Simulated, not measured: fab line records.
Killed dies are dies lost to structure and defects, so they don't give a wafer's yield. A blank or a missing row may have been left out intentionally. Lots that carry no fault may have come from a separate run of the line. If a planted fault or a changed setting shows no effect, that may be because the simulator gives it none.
fab line records | flow sky130
record lots=24 wafers=72 lastDay=50
route steps=708 shown VIA1@474 VIA3@587 METAL4@600
lots untouched by any fault: they come from a run of this same line in which no faults occurred
startH: hours from the record's first day to the start of the lot's first wafer shown | waitH: hours elapsed since this lot's preceding step | " identical to the entry in the row above | L1.1+2: several wafers, shown together as one row | - no value, or no start given | * or withheld: withheld | < > ~ a bound
route shown NAME@n: names a module that has steps shown in the file, with the first one's number in the route | usual: average and standard deviation across the fault-free wafers | same: alike in all rows | chamber/n: place in a boat | sites: the reading at each site | _std_site: standard deviation across them | _edge_site: mean of outer sites minus mean of inner sites | radiusMm: for every site, how far away it sits from the centre of the wafer | mask NAME#n: copy n | behind: the most recent tool/chamber to have shaped the wafer | hold: what put the lot on hold/how long, in hours/how the hold closed | device: transistor that didn't switch, given as n, p or np | end of line: the route-end tests of the same wafers | where a step has no rows: the recipe by itself | killed: at the first sort, the dies lost to defects and structure; wafer yield is something else | map: shows each die of a wafer: x if killed, . if not, _ if none is there
set.NAME: the setting as run; set.NAME@STEP: as run at that earlier step | model.NAME: the simulator's own value behind a step, which no gauge read
the route's steps for a sample of lots (tables are steps, rows are wafers)
services: a tool's chamber out of use, with start hour (startH, from the record's first day; less than 0 if before it), hours out, and reason
## steps
# step SKY_VIA1_STRIP_16
# recipe chemistry=O2/N2 powerW=1400 pressureMtorr=1500 platenTempC=withheld o2FlowSccm=3000 n2FlowSccm=300 overashFraction=0.5
# usual drypumpMotorCurrentA=5.8/0.54 oesProductAu=0.416/0.0045 stripTimeToEndpointS=4.461/0.026
# columns lot.wafer tool chamber startH waitH drypumpMotorCurrentA oesProductAu rfHoursCounterH stripTimeToEndpointS
L074.2 plasmaAsher-03 1 785.76 0.0 6.1 0.414 100 4.473
L074.3 " 0 " " 6.0 0.420 - 4.469
L074.4 " 1 " " 6.0 0.413 - 4.483
L075.3 plasmaAsher-02 0 799.27 0.1 5.8 0.415 - 4.435
L075.5 " 0 " " 5.8 0.412 - 4.408
L075.6 " 1 " " 6.4 0.411 - 4.441
L076.2 plasmaAsher-01 1 802.78 0.0 5.0 0.415 28 4.464
L076.4 " 1 " " 5.0 0.416 - 4.486
L076.6 " 0 " " 4.8 0.417 - 4.445
L077.1 plasmaAsher-02 0 817.53 0.0 5.8 0.412 8 4.466
L077.3 " 1 " " 6.5 0.418 - 4.443
L077.5 " 1 " " 6.4 0.420 - 4.450
L078.2 plasmaAsher-02 0 823.26 0.0 5.8 0.423 8 4.473
L078.4 " 0 " " 5.8 0.411 - 4.488
L078.5 " 0 " " 5.8 0.419 - 4.469
L080.1 plasmaAsher-02 1 837.85 0.0 6.4 0.418 10 4.477
L080.3 " 0 " " 5.8 0.416 - 4.466
L080.5 " 1 " " 6.4 0.412 - 4.436
L079.1 plasmaAsher-03 1 848.20 0.0 6.0 0.415 107 4.430
L079.3 " 0 " " 6.0 0.412 - 4.466
L079.4 " 1 " " 6.0 0.413 - 4.460
L081.1 plasmaAsher-01 1 852.91 0.0 5.0 0.410 33 4.475
L081.2 " 0 " " 4.9 0.421 33 4.463
L081.4 " 1 " " 5.0 0.409 - 4.470
L082.2 plasmaAsher-03 0 858.66 0.0 6.0 0.411 108 4.422
L082.4 " 1 " " 6.1 0.424 - 4.488
L082.6 " 0 " " 6.0 0.406 - 4.437
L083.3 plasmaAsher-03 1 866.54 0.1 6.0 0.415 - 4.487
L083.4 " 0 " " 6.0 0.421 - 4.487
L083.5 " 0 " " 6.0 0.417 - 4.505
L084.3 plasmaAsher-03 0 873.12 0.1 6.0 0.408 - 4.479
L084.4 " 1 " " 6.0 0.417 - 4.495
L084.5 " 0 " " 6.0 0.408 - 4.478
L085.2 plasmaAsher-01 1 877.98 0.0 5.0 0.416 35 4.487
L085.3 " 0 " " 4.9 0.418 - 4.496
L085.4 " 1 " " 5.0 0.410 - 4.499
L086.4 plasmaAsher-03 0 885.42 0.1 6.0 0.414 - 4.441
L086.5 " 0 " " 6.0 0.412 - 4.490
L086.6 " 1 " " 6.0 0.416 - 4.467
L087.1 plasmaAsher-02 0 890.76 0.0 5.8 0.421 15 4.455
L087.4 " 0 " " 5.8 0.415 - 4.457
L087.6 " 0 " " 5.8 0.411 - 4.433
L088.1 plasmaAsher-03 0 903.06 0.0 6.0 0.417 113 4.491
L088.3 " 1 " " 6.1 0.411 - 4.448
L088.4 " 0 " " 6.0 0.411 - 4.459
L089.1 plasmaAsher-01 0 910.03 0.0 4.8 0.412 39 4.469
L089.4 " 1 " " 5.0 0.415 - 4.440
L089.6 " 0 " " 4.9 0.422 - 4.419
L090.2 plasmaAsher-01 1 913.36 0.0 5.0 0.418 39 4.446
L090.3 " 1 " " 5.0 0.411 - 4.403
L090.6 " 0 " " 4.8 0.418 - 4.437
L091.2 plasmaAsher-02 0 922.58 0.0 5.8 0.420 18 4.443
L091.3 " 0 " " 5.8 0.412 - 4.420
L091.5 " 0 " " 5.8 0.410 - 4.451
L092.2 plasmaAsher-03 0 931.26 0.0 6.0 0.417 116 4.455
L092.4 " 1 " " 6.0 0.418 - 4.434
L092.5 " 0 " " 6.0 0.426 - 4.456
L093.2 plasmaAsher-01 0 935.76 0.0 4.8 0.419 41 4.462
L093.4 " 1 " " 5.0 0.409 - 4.445
L093.6 " 0 " " 4.8 0.420 - 4.440
L094.2 plasmaAsher-02 1 950.01 0.0 6.5 0.412 21 4.461
L094.3 " 0 " " 5.8 0.416 - 4.534
L094.6 " 0 " " 5.8 0.420 - 4.468
L095.1 plasmaAsher-02 0 952.11 0.0 5.8 0.417 21 4.479
L095.4 " 0 " " 5.8 0.416 - 4.475
L095.5 " 1 " " 6.4 0.414 - 4.444
L096.1 plasmaAsher-03 1 953.71 0.0 6.0 0.422 118 4.449
L096.3 " 0 " " 6.0 0.409 - 4.447
L096.4 " 1 " " 6.0 0.416 - 4.501
L097.2 plasmaAsher-03 0 958.61 0.0 6.0 0.420 118 4.436
L097.3 " 1 " " 6.0 0.417 - 4.461
L097.6 " 0 " " 6.0 0.414 - 4.455
# step SKY_VIA3_ETCH_14
# recipe chemistry=N2/H2 target=BARC ionEnergyEv=200 sourceW=500 biasW=100 pressureMtorr=30 n2FlowSccm=100 h2FlowSccm=200 stopOn=SiO2 timeS=45.9 targetDepthA=600
# usual drypumpMotorCurrentA=5.6/0.49 oesProductAu=0.854/0.0048 throttleValvePct=13.224/0.0094
# columns lot.wafer tool chamber startH waitH drypumpMotorCurrentA oesProductAu rfHoursCounterH throttleValvePct
L074.2 rieDiel-04 1 922.04 0.0 6.3 0.856 2 13.230
L074.3 " 2 " " 5.2 0.855 17 13.234
L074.4 " 3 " " 5.4 0.861 8 13.219
L075.3 rieDiel-01 0 935.04 0.0 6.0 0.859 4 13.234
L075.5 " 1 " " 6.3 0.856 - 13.225
L075.6 " 2 " " 5.3 0.858 - 13.203
L076.2 rieDiel-04 1 941.52 0.0 6.2 0.853 2 13.229
L076.4 " 0 " " 5.0 0.855 8 13.222
L076.6 " 3 " " 5.4 0.856 - 13.237
L077.1 rieDiel-04 1 952.67 0.0 6.3 0.853 2 13.219
L077.3 " 0 " " 5.1 0.848 8 13.245
L077.5 " 2 " " 5.1 0.856 - 13.224
L078.2 rieDiel-01 2 958.59 0.0 5.3 0.847 14 13.232
L078.4 " 0 " " 6.0 0.854 4 13.221
L078.5 " 3 " " 5.7 0.854 - 13.210
L080.1 rieDiel-04 0 969.72 0.0 5.1 0.858 9 13.233
L080.3 " 3 " " 5.5 0.852 9 13.224
L080.5 " 3 " " 5.5 0.856 - 13.246
L079.1 rieDiel-04 2 980.34 0.0 5.1 0.852 19 13.235
L079.3 " 3 " " 5.4 0.851 10 13.226
L079.4 " 0 " " 5.0 0.851 9 13.233
L081.1 rieDiel-01 0 985.72 0.0 6.0 0.845 5 13.211
L081.2 " 1 " " 6.3 0.852 23 13.215
L081.4 " 1 " " 6.3 0.850 - 13.233
L082.2 rieDiel-04 2 992.54 0.0 5.2 0.849 20 13.229
L082.4 " 1 " " 6.3 0.847 4 13.230
L082.6 " 1 " " 6.3 0.855 - 13.224
L083.3 rieDiel-04 2 996.39 0.0 5.2 0.856 20 13.214
L083.4 " 1 " " 6.3 0.851 4 13.218
L083.5 " 0 " " 5.0 0.852 - 13.226
L084.3 rieDiel-03 0 1002.37 0.0 6.2 0.854 7 13.210
L084.4 " 1 " " 4.8 0.864 23 13.222
L084.5 " 1 " " 4.8 0.852 - 13.219
L085.2 rieDiel-04 1 1007.97 0.0 6.3 0.850 4 13.226
L085.3 " 0 " " 5.1 0.856 10 13.242
L085.4 " 2 " " 5.2 0.846 20 13.218
L086.4 rieDiel-01 3 1016.20 0.0 5.7 0.859 5 13.216
L086.5 " 0 " " 6.0 0.848 - 13.238
L086.6 " 1 " " 6.3 0.850 - 13.214
L087.1 rieDiel-04 1 1019.42 0.0 6.3 0.856 5 13.220
L087.4 " 3 " " 5.5 0.859 11 13.229
L087.6 " 3 " " 5.4 0.859 - 13.222
L088.1 rieDiel-03 2 1029.42 0.0 6.1 0.857 13 13.212
L088.3 " 1 " " 4.8 0.848 24 13.206
L088.4 " 3 " " 5.4 0.862 11 13.231
L089.1 rieDiel-01 1 1036.87 0.0 6.3 0.857 25 13.217
L089.4 " 2 " " 5.3 0.862 17 13.210
L089.6 " 0 " " 6.0 0.857 - 13.214
L090.2 rieDiel-03 1 1041.75 0.0 4.8 0.848 25 13.242
L090.3 " 2 " " 6.1 0.855 13 13.227
L090.6 " 2 " " 6.1 0.857 - 13.222
L091.2 rieDiel-01 1 1048.62 0.0 6.3 0.857 25 13.238
L091.3 " 2 " " 5.3 0.856 17 13.243
L091.5 " 0 " " 6.0 0.854 - 13.246
L092.2 rieDiel-03 2 1055.80 0.0 6.1 0.852 14 13.229
L092.4 " 1 " " 4.8 0.864 25 13.208
L092.5 " 2 " " 6.1 0.854 - 13.225
L093.2 rieDiel-03 0 1058.82 0.0 6.2 0.859 9 13.233
L093.4 " 3 " " 5.4 0.855 12 13.226
L093.6 " 2 " " 6.1 0.855 - 13.231
L094.2 rieDiel-01 3 1072.92 0.0 5.7 0.856 6 13.232
L094.3 " 2 " " 5.3 0.850 18 13.213
L094.6 " 3 " " 5.7 0.855 - 13.222
L095.1 rieDiel-01 2 1073.85 0.0 5.3 0.846 18 13.239
L095.4 " 0 " " 5.9 0.860 8 13.222
L095.5 " 1 " " 6.3 0.853 - 13.214
L096.1 rieDiel-03 1 1075.32 0.0 4.8 0.849 26 13.215
L096.3 " 0 " " 6.2 0.850 10 13.219
L096.4 " 3 " " 5.3 0.852 12 13.228
L097.2 rieDiel-04 0 1079.50 0.0 5.0 0.854 12 13.221
L097.3 " 1 " " 6.3 0.843 7 13.231
L097.6 " 3 " " 5.5 0.857 - 13.221
# step SKY_VIA3_ETCH_15
# recipe target=SiO2 chemistry=C4F8/O2/Ar targetDepthNm=507 stopOn=TiN maskMaterial=KrF-thick sourceW=1500 biasW=1200 pressureMtorr=40 c4f8FlowSccm=withheld O2_flow_sccm=6 Ar_flow_sccm=300 timeS=78
# usual oesProductAu=0.937/0.0047
# columns lot.wafer tool chamber startH waitH oesProductAu rfHoursCounterH
L074.2 rieDiel-04 1 922.08 0.0 0.934 2
L074.3 " 2 " " 0.941 17
L074.4 " 3 " " 0.938 8
L075.3 rieDiel-01 0 935.09 0.0 0.937 4
L075.5 " 1 " " 0.941 -
L075.6 " 2 " " 0.929 -
L076.2 rieDiel-04 1 941.56 0.0 0.943 2
L076.4 " 0 " " 0.943 8
L076.6 " 3 " " 0.935 -
L077.1 rieDiel-04 1 952.71 0.0 0.943 2
L077.3 " 0 " " 0.934 8
L077.5 " 2 " " 0.933 -
L078.2 rieDiel-01 2 958.64 0.0 0.930 14
L078.4 " 0 " " 0.937 4
L078.5 " 3 " " 0.938 -
L080.1 rieDiel-04 0 969.76 0.0 0.931 9
L080.3 " 3 " " 0.933 9
L080.5 " 3 " " 0.930 -
L079.1 rieDiel-04 2 980.39 0.0 0.939 19
L079.3 " 3 " " 0.931 10
L079.4 " 0 " " 0.947 9
L081.1 rieDiel-01 0 985.76 0.0 0.936 5
L081.2 " 1 " " 0.937 23
L081.4 " 1 " " 0.935 -
L082.2 rieDiel-04 2 992.59 0.0 0.939 20
L082.4 " 1 " " 0.936 4
L082.6 " 1 " " 0.939 -
L083.3 rieDiel-04 2 996.44 0.0 0.933 20
L083.4 " 1 " " 0.942 4
L083.5 " 0 " " 0.946 -
L084.3 rieDiel-03 0 1002.41 0.0 0.939 7
L084.4 " 1 " " 0.941 23
L084.5 " 1 " " 0.941 -
L085.2 rieDiel-04 1 1008.01 0.0 0.934 4
L085.3 " 0 " " 0.946 10
L085.4 " 2 " " 0.931 20
L086.4 rieDiel-01 3 1016.24 0.0 0.937 5
L086.5 " 0 " " 0.934 -
L086.6 " 1 " " 0.949 -
L087.1 rieDiel-04 1 1019.46 0.0 0.931 5
L087.4 " 3 " " 0.935 11
L087.6 " 3 " " 0.934 -
L088.1 rieDiel-03 2 1029.46 0.0 0.940 13
L088.3 " 1 " " 0.942 25
L088.4 " 3 " " 0.935 11
L089.1 rieDiel-01 1 1036.91 0.0 0.929 25
L089.4 " 2 " " 0.937 17
L089.6 " 0 " " 0.947 -
L090.2 rieDiel-03 1 1041.79 0.0 0.943 25
L090.3 " 2 " " 0.941 13
L090.6 " 2 " " 0.940 -
L091.2 rieDiel-01 1 1048.66 0.0 0.936 25
L091.3 " 2 " " 0.937 17
L091.5 " 0 " " 0.942 -
L092.2 rieDiel-03 2 1055.84 0.0 0.940 14
L092.4 " 1 " " 0.940 25
L092.5 " 2 " " 0.932 -
L093.2 rieDiel-03 0 1058.86 0.0 0.932 9
L093.4 " 3 " " 0.930 12
L093.6 " 2 " " 0.940 -
L094.2 rieDiel-01 3 1072.96 0.0 0.939 6
L094.3 " 2 " " 0.932 18
L094.6 " 3 " " 0.935 -
L095.1 rieDiel-01 2 1073.89 0.0 0.934 18
L095.4 " 0 " " 0.936 8
L095.5 " 1 " " 0.942 -
L096.1 rieDiel-03 1 1075.36 0.0 0.932 26
L096.3 " 0 " " 0.935 10
L096.4 " 3 " " 0.943 12
L097.2 rieDiel-04 0 1079.54 0.0 0.932 12
L097.3 " 1 " " 0.931 7
L097.6 " 3 " " 0.945 -
# step SKY_METAL4_SPUTTER_02
# recipe material=AlCu targetThkNm=735 powerW=10600 timeS=39.1 chamberPressurePa=0.4
# usual throttleValvePct=30.0/0.87
# columns lot.wafer tool chamber startH waitH throttleValvePct
L074.2 pvdSputter-03 - 924.89 0.0 30.1
L074.3 " - " " 30.2
L074.4 " - " " 29.7
L075.3 pvdSputter-03 - 936.46 0.0 30.2
L075.5 " - " " 30.2
L075.6 " - " " 29.9
L076.2 pvdSputter-03 - 942.93 0.0 29.7
L076.4 " - " " 31.3
L076.6 " - " " 30.3
L077.1 pvdSputter-03 - 954.08 0.0 31.4
L077.3 " - " " 29.9
L077.5 " - " " 30.6
L078.2 pvdSputter-02 - 960.10 0.0 28.7
L078.4 " - " " 29.8
L078.5 " - " " 30.4
L080.1 pvdSputter-03 - 971.26 0.0 31.6
L080.3 " - " " 30.4
L080.5 " - " " 30.0
L079.1 pvdSputter-03 - 981.78 0.0 30.4
L079.3 " - " " 31.4
L079.4 " - " " 30.0
L081.1 pvdSputter-02 - 987.30 0.0 30.4
L081.2 " - " " 29.9
L081.4 " - " " 28.4
L082.2 pvdSputter-01 - 994.09 0.0 29.3
L082.4 " - " " 29.0
L082.6 " - " " 28.6
L083.3 pvdSputter-02 - 997.81 0.0 30.3
L083.4 " - " " 30.7
L083.5 " - " " 30.0
L084.3 pvdSputter-01 - 1003.81 0.0 29.0
L084.4 " - " " 28.4
L084.5 " - " " 31.4
L085.2 pvdSputter-02 - 1009.38 0.0 30.0
L085.3 " - " " 29.9
L085.4 " - " " 28.6
L086.4 pvdSputter-01 - 1017.64 0.0 28.9
L086.5 " - " " 31.4
L086.6 " - " " 29.1
L087.1 pvdSputter-03 - 1020.86 0.0 31.4
L087.4 " - " " 30.3
L087.6 " - " " 29.8
L088.1 pvdSputter-01 - 1030.83 0.0 28.6
L088.3 " - " " 29.1
L088.4 " - " " 30.3
L089.1 pvdSputter-03 - 1038.29 0.0 30.0
L089.4 " - " " 31.4
L089.6 " - " " 31.5
L090.2 pvdSputter-01 - 1043.22 0.0 29.1
L090.3 " - " " 31.5
L090.6 " - " " 29.0
L091.2 pvdSputter-02 - 1050.66 0.0 30.3
L091.3 " - " " 28.5
L091.5 " - " " 30.0
L092.2 pvdSputter-01 - 1057.25 0.0 29.2
L092.4 " - " " 31.4
L092.5 " - " " 28.8
L093.2 pvdSputter-02 - 1060.73 0.0 28.7
L093.4 " - " " 30.3
L093.6 " - " " 29.9
L094.2 pvdSputter-03 - 1074.32 0.0 30.2
L094.3 " - " " 29.8
L094.6 " - " " 29.8
L095.1 pvdSputter-02 - 1075.25 0.0 30.2
L095.4 " - " " 29.9
L095.5 " - " " 28.7
L096.1 pvdSputter-02 - 1076.72 0.0 30.4
L096.3 " - " " 28.6
L096.4 " - " " 30.2
L097.2 pvdSputter-01 - 1081.09 0.0 28.4
L097.3 " - " " 31.3
L097.6 " - " " 29.2
# step SKY_METAL4_SPUTTER_04
# recipe material=TiN targetThkNm=70 powerW=6500 timeS=58.3 chamberPressurePa=0.4
# usual throttleValvePct=30.0/0.85
# columns lot.wafer tool chamber startH waitH throttleValvePct
L074.2 pvdSputter-03 - 924.95 0.0 30.4
L074.3 " - " " 30.2
L074.4 " - " " 30.0
L075.3 pvdSputter-03 - 936.51 0.0 30.2
L075.5 " - " " 30.3
L075.6 " - " " 29.9
L076.2 pvdSputter-03 - 942.99 0.0 29.8
L076.4 " - " " 31.1
L076.6 " - " " 30.3
L077.1 pvdSputter-03 - 954.14 0.0 31.6
L077.3 " - " " 29.9
L077.5 " - " " 30.6
L078.2 pvdSputter-02 - 960.16 0.0 28.5
L078.4 " - " " 29.9
L078.5 " - " " 30.4
L080.1 pvdSputter-03 - 971.31 0.0 31.3
L080.3 " - " " 30.4
L080.5 " - " " 30.0
L079.1 pvdSputter-03 - 981.84 0.0 30.3
L079.3 " - " " 31.5
L079.4 " - " " 30.5
L081.1 pvdSputter-02 - 987.35 0.0 30.3
L081.2 " - " " 30.1
L081.4 " - " " 28.9
L082.2 pvdSputter-01 - 994.15 0.0 29.3
L082.4 " - " " 28.9
L082.6 " - " " 28.5
L083.3 pvdSputter-02 - 997.86 0.0 29.7
L083.4 " - " " 30.2
L083.5 " - " " 29.6
L084.3 pvdSputter-01 - 1003.87 0.0 28.9
L084.4 " - " " 28.7
L084.5 " - " " 31.7
L085.2 pvdSputter-02 - 1009.44 0.0 29.8
L085.3 " - " " 29.9
L085.4 " - " " 28.6
L086.4 pvdSputter-01 - 1017.70 0.0 29.4
L086.5 " - " " 31.5
L086.6 " - " " 29.2
L087.1 pvdSputter-03 - 1020.91 0.0 31.5
L087.4 " - " " 30.1
L087.6 " - " " 29.8
L088.1 pvdSputter-01 - 1030.88 0.0 28.6
L088.3 " - " " 28.9
L088.4 " - " " 30.1
L089.1 pvdSputter-03 - 1038.34 0.0 29.8
L089.4 " - " " 31.5
L089.6 " - " " 31.4
L090.2 pvdSputter-01 - 1043.28 0.0 29.2
L090.3 " - " " 30.7
L090.6 " - " " 29.2
L091.2 pvdSputter-02 - 1050.72 0.0 30.3
L091.3 " - " " 28.8
L091.5 " - " " 30.3
L092.2 pvdSputter-01 - 1057.31 0.0 29.0
L092.4 " - " " 31.0
L092.5 " - " " 29.1
L093.2 pvdSputter-02 - 1060.79 0.0 28.6
L093.4 " - " " 30.2
L093.6 " - " " 30.4
L094.2 pvdSputter-03 - 1074.38 0.0 30.3
L094.3 " - " " 30.1
L094.6 " - " " 30.1
L095.1 pvdSputter-02 - 1075.31 0.0 30.1
L095.4 " - " " 30.0
L095.5 " - " " 28.9
L096.1 pvdSputter-02 - 1076.78 0.0 30.2
L096.3 " - " " 28.7
L096.4 " - " " 30.4
L097.2 pvdSputter-01 - 1081.15 0.0 28.2
L097.3 " - " " 31.3
L097.6 " - " " 28.9
# step SKY_METAL4_DESCUM_15
# recipe chemistry=O2 sourcePowerW=150 biasPowerW=0 pressureMtorr=10 tempC=40 timeS=8
# usual drypumpMotorCurrentA=5.38/0.22 oesProductAu=1.003/0.0093
# columns lot.wafer tool chamber startH waitH drypumpMotorCurrentA oesProductAu rfHoursCounterH
L074.2 rieMetal-01 0 974.18 0.0 5.12 1.002 -
L074.3 " 0 " " 5.12 0.994 -
L074.4 " 0 " " 5.12 0.997 -
L075.3 rieMetal-03 1 985.50 0.0 5.57 1.012 -
L075.5 " 1 " " 5.60 1.003 -
L075.6 " 0 " " 5.61 1.006 -
L076.2 rieMetal-01 0 992.18 0.0 5.12 1.002 -
L076.4 " 0 " " 5.12 1.010 -
L076.6 " 0 " " 5.13 1.008 -
L077.1 rieMetal-02 0 1002.52 0.0 5.71 1.010 21
L077.3 " 0 " " 5.70 0.998 -
L077.5 " 0 " " 5.69 1.003 -
L078.2 rieMetal-01 0 1009.28 0.0 5.12 1.000 -
L078.4 " 0 " " 5.11 1.011 -
L078.5 " 0 " " 5.12 1.005 -
L080.1 rieMetal-02 0 1019.77 0.0 5.68 1.003 22
L080.3 " 1 " " 5.45 0.993 -
L080.5 " 0 " " 5.68 0.992 -
L079.1 rieMetal-01 0 1028.47 0.0 5.13 1.005 9
L079.3 " 1 " " 5.25 1.009 -
L079.4 " 0 " " 5.11 1.007 -
L081.1 rieMetal-03 1 1034.42 0.0 5.66 0.991 16
L081.2 " 0 " " 5.61 0.988 13
L081.4 " 1 " " 5.60 1.005 -
L082.2 rieMetal-01 0 1041.42 0.0 5.11 1.004 10
L082.4 " 0 " " 5.12 1.006 -
L082.6 " 0 " " 5.10 1.003 -
L083.3 rieMetal-02 0 1044.18 0.0 5.66 0.995 -
L083.4 " 1 " " 5.45 1.001 -
L083.5 " 0 " " 5.69 0.999 -
L084.3 rieMetal-02 0 1050.27 0.0 5.68 0.993 -
L084.4 " 1 " " 5.46 1.005 -
L084.5 " 0 " " 5.64 0.989 -
L085.2 rieMetal-03 0 1055.27 0.0 5.61 0.990 15
L085.3 " 1 " " 5.64 0.996 -
L085.4 " 0 " " 5.58 0.989 -
L086.4 rieMetal-01 1 1062.55 0.0 5.25 1.017 -
L086.5 " 1 " " 5.25 1.006 -
L086.6 " 1 " " 5.24 1.027 -
L087.1 rieMetal-02 1 1065.52 0.0 5.46 1.007 16
L087.4 " 0 " " 5.69 0.983 -
L087.6 " 0 " " 5.71 0.997 -
L088.1 rieMetal-02 0 1075.67 0.0 5.67 0.987 2
L088.3 " 1 " " 5.45 1.011 -
L088.4 " 0 " " 5.70 0.993 -
L089.1 rieMetal-01 1 1082.52 0.0 5.24 1.013 17
L089.4 " 1 " " 5.24 1.021 -
L089.6 " 1 " " 5.24 1.024 -
L090.2 rieMetal-03 0 1086.42 0.0 5.60 0.992 17
L090.3 " 1 " " 5.58 1.012 -
L090.6 " 1 " " 5.62 1.009 -
L091.2 rieMetal-01 1 1093.32 0.0 5.26 1.017 18
L091.3 " 0 " " 5.12 0.995 -
L091.5 " 0 " " 5.12 1.007 -
L092.2 rieMetal-01 0 1100.17 0.0 5.13 1.003 13
L092.4 " 1 " " 5.25 1.015 -
L092.5 " 0 " " 5.12 1.001 -
L093.2 rieMetal-01 1 1103.42 0.0 5.24 1.009 18
L093.4 " 0 " " 5.12 0.999 -
L093.6 " 1 " " 5.25 1.010 -
L094.2 rieMetal-02 1 1115.67 0.0 5.45 1.014 20
L094.3 " 0 " " 5.67 0.991 -
L094.6 " 1 " " 5.44 1.002 -
L095.1 rieMetal-01 0 1116.37 0.0 5.12 1.001 14
L095.4 " 0 " " 5.12 1.002 -
L095.5 " 0 " " 5.12 0.988 -
L096.1 rieMetal-02 0 1118.72 0.0 5.71 0.996 5
L096.3 " 1 " " 5.46 1.014 -
L096.4 " 0 " " 5.69 0.998 -
L097.2 rieMetal-01 1 1122.32 0.0 5.24 1.011 20
L097.3 " 1 " " 5.23 1.011 -
L097.6 " 0 " " 5.12 1.011 -
## services
# columns tool chamber startH hours kind
rieDiel-03 1 776.83 6.7 repair
rieDiel-01 0 787.15 32.6 repair
rieDiel-01 2 788.93 11.4 repair
rieDiel-04 0 821.91 5.6 repair
rieDiel-01 - 832.60 1.2 repair
pvdSputter-01 - 840.20 2.1 repair
pvdSputter-02 - 840.35 2.9 repair
rieDiel-01 3 842.05 5.9 repair
rieDiel-01 1 846.89 4.7 repair
rieDiel-04 1 849.97 6.1 repair
pvdSputter-03 - 888.76 3.9 repair
rieDiel-01 - 895.57 0.1 repair
rieDiel-01 0 920.33 3.3 repair
rieDiel-04 3 926.95 2.6 repair
pvdSputter-01 - 932.96 5.0 repair
pvdSputter-01 - 941.20 2.6 repair
rieDiel-01 3 984.07 2.1 repair
rieDiel-01 - 991.41 0.4 repair
pvdSputter-02 - 1034.69 4.7 repair
pvdSputter-02 - 1054.41 2.0 repair
pvdSputter-01 - 1060.07 2.2 repair
rieDiel-04 0 1074.27 4.7 repair
rieDiel-04 - 1095.60 0.4 repair
pvdSputter-02 - 1111.41 8.3 repair
## key
fault none
